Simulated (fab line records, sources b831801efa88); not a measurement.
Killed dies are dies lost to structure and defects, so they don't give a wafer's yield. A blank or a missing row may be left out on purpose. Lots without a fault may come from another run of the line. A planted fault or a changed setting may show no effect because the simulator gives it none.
fab line records | flow sky130 | part 2 of 2: steps 28 to 39 of 39
record lots=5 wafers=15 last_day=49
route steps=708 shown CONTACT@410 METAL1@434
lots that met no fault: from a run of the same line without faults
start_h: hours from the record's first day to the start of the lot's first wafer shown | wait_h: hours since the lot's step before | " the same as in the row above | L1.1+2: a row that stands for several wafers | - no value, or no start given | * or withheld: withheld | < > ~ a bound
route shown NAME@n: a module of which the file shows steps, and the number in the route of the first | usual: mean/standard deviation of fault-free wafers | same: alike in all rows | chamber/n: place in a boat | sites: the reading at each site | _std_site: their standard deviation | _edge_site: outer sites' mean less inner sites' | radius_mm: how far each site lies from the wafer's centre | mask NAME#n: copy n | behind: the tool/chamber that last shaped the wafer | hold: why the lot was held/for how many hours/how that ended | device: the transistor (n, p or np) that didn't switch | end of line: the same wafers' tests at the end of the route | a step without rows: its recipe alone | killed: dies lost to structure and defects at the first sort, not the wafer's yield | map: a wafer's dies, x killed, . not, _ none there
set.NAME: the setting as run; set.NAME@STEP: as run at that earlier step | model.NAME: the simulator's own value behind a step, which no gauge read
lots at some steps of the route; a table a step, a row a wafer
services: from which hour (start_h, from the record's first day; less than 0 if before it) a tool's chamber was out of use, for how many hours, and why
## steps
# step SKY_METAL1_SPUTTER_03
# recipe material=Ti target_thk_nm=5 power_w=3000 time_s=3.3 chamber_pressure_pa=0.4
# usual throttle_valve_pct=30.1/1.1
# columns lot.wafer tool chamber start_h wait_h throttle_valve_pct
L074.2 pvd_sputter-01 - 736.47 0.0 31.3
L074.4 " - " " 30.3
L074.6 " - " " 30.8
L075.1 pvd_sputter-03 - 741.55 0.0 30.6
L075.4 " - " " 29.4
L075.6 " - " " 29.3
L078.1 pvd_sputter-03 - 775.26 0.0 30.1
L078.3 " - " " 28.8
L078.5 " - " " 29.3
L085.1 pvd_sputter-03 - 821.10 0.0 29.9
L085.4 " - " " 29.1
L085.6 " - " " 29.0
L093.3 pvd_sputter-03 - 888.42 0.0 29.2
L093.4 " - " " 30.7
L093.6 " - " " 30.6
# step SKY_METAL1_SPUTTER_04
# recipe material=TiN target_thk_nm=70 power_w=6500 time_s=58.3 chamber_pressure_pa=0.4
# usual throttle_valve_pct=30.1/1
# columns lot.wafer tool chamber start_h wait_h throttle_valve_pct
L074.2 pvd_sputter-01 - 736.49 0.0 30.9
L074.4 " - " " 29.8
L074.6 " - " " 30.5
L075.1 pvd_sputter-03 - 741.56 0.0 30.8
L075.4 " - " " 29.1
L075.6 " - " " 29.4
L078.1 pvd_sputter-03 - 775.28 0.0 29.9
L078.3 " - " " 28.9
L078.5 " - " " 29.3
L085.1 pvd_sputter-03 - 821.11 0.0 30.1
L085.4 " - " " 29.1
L085.6 " - " " 29.1
L093.3 pvd_sputter-03 - 888.43 0.0 29.3
L093.4 " - " " 30.8
L093.6 " - " " 30.7
# step SKY_METAL1_RS_MEAS_05
# recipe thk_meas_gauge=four-point-probe reads=TiN_of_METAL1_SPUTTER_04+Ti_of_METAL1_SPUTTER_03+AlCu_of_METAL1_SPUTTER_02+TiN_of_METAL1_SPUTTER_01+Ti_of_METAL1_SPUTTER_00
# usual METAL1_ALCU_RS=0.1266/0.0018
# columns lot.wafer tool chamber start_h wait_h METAL1_ALCU_RS[ohm/sq]
L074.2 film_metro-01 - 736.56 0.0 0.1293
L074.4 " - " " 0.1313
L074.6 " - " " 0.1299
L075.1 film_metro-02 - 741.61 0.0 0.1246
L075.4 " - " " 0.1272
L075.6 " - " " 0.1271
L078.1 film_metro-03 - 775.33 0.0 0.1280
L078.3 " - " " 0.1293
L078.5 " - " " 0.1291
L085.1 film_metro-01 - 821.16 0.0 0.1251
L085.4 " - " " 0.1264
L085.6 " - " " 0.1262
L093.3 film_metro-03 - 888.52 0.1 0.1269
L093.4 " - " " 0.1232
L093.6 " - " " 0.1229
# step SKY_METAL1_THK_MEAS_06
# recipe thk_meas_gauge=xrf reads=AlCu_of_METAL1_SPUTTER_02
# usual METAL1_ALCU_THK=249/3.6
# columns lot.wafer tool chamber start_h wait_h METAL1_ALCU_THK[nm]
L074.2 film_metro-01 - 736.67 0.1 246
L074.4 " - " " 241
L074.6 " - " " 243
L075.1 film_metro-02 - 741.73 0.1 254
L075.4 " - " " 248
L075.6 " - " " 248
L078.1 film_metro-03 - 775.45 0.1 249
L078.3 " - " " 247
L078.5 " - " " 248
L085.1 film_metro-01 - 821.28 0.1 252
L085.4 " - " " 248
L085.6 " - " " 250
L093.3 film_metro-03 - 888.62 0.1 248
L093.4 " - " " 255
L093.6 " - " " 255
# step SKY_METAL1_DEHYDRATE_07
# recipe temp_c=200 time_s=60
# columns lot.wafer tool chamber start_h wait_h
L074.2+4+6 litho_track-04 0 749.79 13.1
L075.1+4+6 litho_track-04 0 753.97 12.2
L078.1+3+5 litho_track-04 0 787.27 11.8
L085.1+4+6 litho_track-04 0 833.97 12.7
L093.3+4+6 litho_track-01 0 900.37 11.7
# step SKY_METAL1_HMDS_08
# recipe prime_time_s=60 prime_temp_c=120
# columns lot.wafer tool chamber start_h wait_h
L074.2+4+6 litho_track-04 0 749.94 0.1
L075.1+4+6 litho_track-04 0 754.12 0.1
L078.1+3+5 litho_track-04 0 787.42 0.1
L085.1+4+6 litho_track-04 0 834.12 0.1
L093.3+4+6 litho_track-01 0 900.52 0.1
# step SKY_METAL1_COAT_09
# recipe resist=BARC temp_c=withheld time_s=withheld spin_rpm=3000 resist_thk_nm=60
# usual dispense_pressure_kPa=51.6/2.7
# columns lot.wafer tool chamber start_h wait_h dispense_pressure_kPa
L074.2 litho_track-04 0 750.09 0.1 48.1
L074.4 " 0 " " 48.1
L074.6 " 0 " " 48.1
L075.1 litho_track-04 0 754.27 0.1 48.1
L075.4 " 0 " " 48.1
L075.6 " 0 " " 48.1
L078.1 litho_track-04 0 787.57 0.1 48.1
L078.3 " 0 " " 48.1
L078.5 " 0 " " 48.1
L085.1 litho_track-04 0 834.27 0.1 48.1
L085.4 " 0 " " 48.1
L085.6 " 0 " " 48.1
L093.3 litho_track-01 0 900.67 0.1 54.3
L093.4 " 0 " " 54.4
L093.6 " 0 " " 54.3
# step SKY_METAL1_COAT_10
# recipe resist=KrF-thick spin_rpm=3000 resist_thk_nm=450
# usual dispense_pressure_kPa=51.6/2.7
# columns lot.wafer tool chamber start_h wait_h dispense_pressure_kPa
L074.2 litho_track-04 0 - - 48.1
L074.4 " 0 " " 48.1
L074.6 " 0 " " 48.1
L075.1 litho_track-04 0 - - 48.1
L075.4 " 0 " " 48.1
L075.6 " 0 " " 48.1
L078.1 litho_track-04 0 - - 48.1
L078.3 " 0 " " 48.1
L078.5 " 0 " " 48.2
L085.1 litho_track-04 0 - - 48.1
L085.4 " 0 " " 48.2
L085.6 " 0 " " 48.2
L093.3 litho_track-01 0 - - 54.3
L093.4 " 0 " " 54.3
L093.6 " 0 " " 54.3
# step SKY_METAL1_SOFTBAKE_11
# recipe temp_c=100 time_s=90 resist=KrF-thick
# columns lot.wafer tool chamber start_h wait_h
L074.2+4+6 litho_track-04 0 - -
L075.1+4+6 litho_track-04 0 - -
L078.1+3+5 litho_track-04 0 - -
L085.1+4+6 litho_track-04 0 - -
L093.3+4+6 litho_track-01 0 - -
# step SKY_METAL1_EXPOSE_12
# recipe mask_id=MM1 na=0.8 source_shape=annular sigma_inner=0.55 sigma_outer=0.85 target_cd_nm=140 dose_mj=28
# columns lot.wafer tool chamber start_h wait_h mask
L074.2+4+6 krf_scanner-02 0 - - MM1#0
L075.1+4+6 krf_scanner-01 0 - - MM1#0
L078.1+3+5 krf_scanner-02 0 - - MM1#0
L085.1+4+6 krf_scanner-01 0 - - MM1#0
L093.3+4+6 krf_scanner-01 0 - - MM1#0
# step SKY_METAL1_PEB_13
# recipe peb_temp_c=withheld peb_time_s=withheld resist=KrF-thick
# columns lot.wafer tool chamber start_h wait_h
L074.2+4+6 litho_track-02 0 - -
L075.1+4+6 litho_track-01 0 - -
L078.1+3+5 litho_track-01 0 - -
L085.1+4+6 litho_track-01 0 - -
L093.3+4+6 litho_track-02 0 - -
# step SKY_METAL1_DEVELOP_14
# recipe develop_time_s=60 resist=KrF-thick dev_temp_c=21
# same develop_time_s=60
# columns lot.wafer tool chamber start_h wait_h
L074.2+4+6 litho_track-02 0 - -
L075.1+4+6 litho_track-01 0 - -
L078.1+3+5 litho_track-01 0 - -
L085.1+4+6 litho_track-01 0 - -
L093.3+4+6 litho_track-02 0 - -
## services
# columns tool chamber start_h hours kind
krf_scanner-01 - 685.71 0.2 repair
cmp-02 - 693.61 1.4 repair
pvd_sputter-03 - 693.82 0.8 repair
cmp-01 - 696.99 0.6 repair
pvd_sputter-01 - 743.02 11.9 repair
cmp-02 - 744.00 4.0 pm
krf_scanner-02 - 757.37 0.5 repair
krf_scanner-02 - 765.81 1.0 pm
krf_scanner-02 - 779.65 0.8 pm
krf_scanner-02 - 791.42 1.0 repair
cmp-02 - 793.30 0.3 repair
krf_scanner-02 - 800.56 1.3 pm
krf_scanner-02 - 801.86 3.6 pm
rie_diel-01 2 810.21 1.4 repair
cmp-02 - 822.34 0.8 repair
pvd_sputter-03 - 825.67 2.4 repair
rie_diel-04 1 828.45 9.7 repair
rie_diel-04 3 836.02 1.4 repair
krf_scanner-02 - 865.83 4.4 pm
rie_diel-01 1 872.11 2.4 repair
pvd_sputter-03 - 873.19 15.0 repair
cmp-02 - 900.07 5.6 pm
wet_bench-01 - 909.38 4.4 repair
krf_scanner-02 - 910.60 0.2 repair
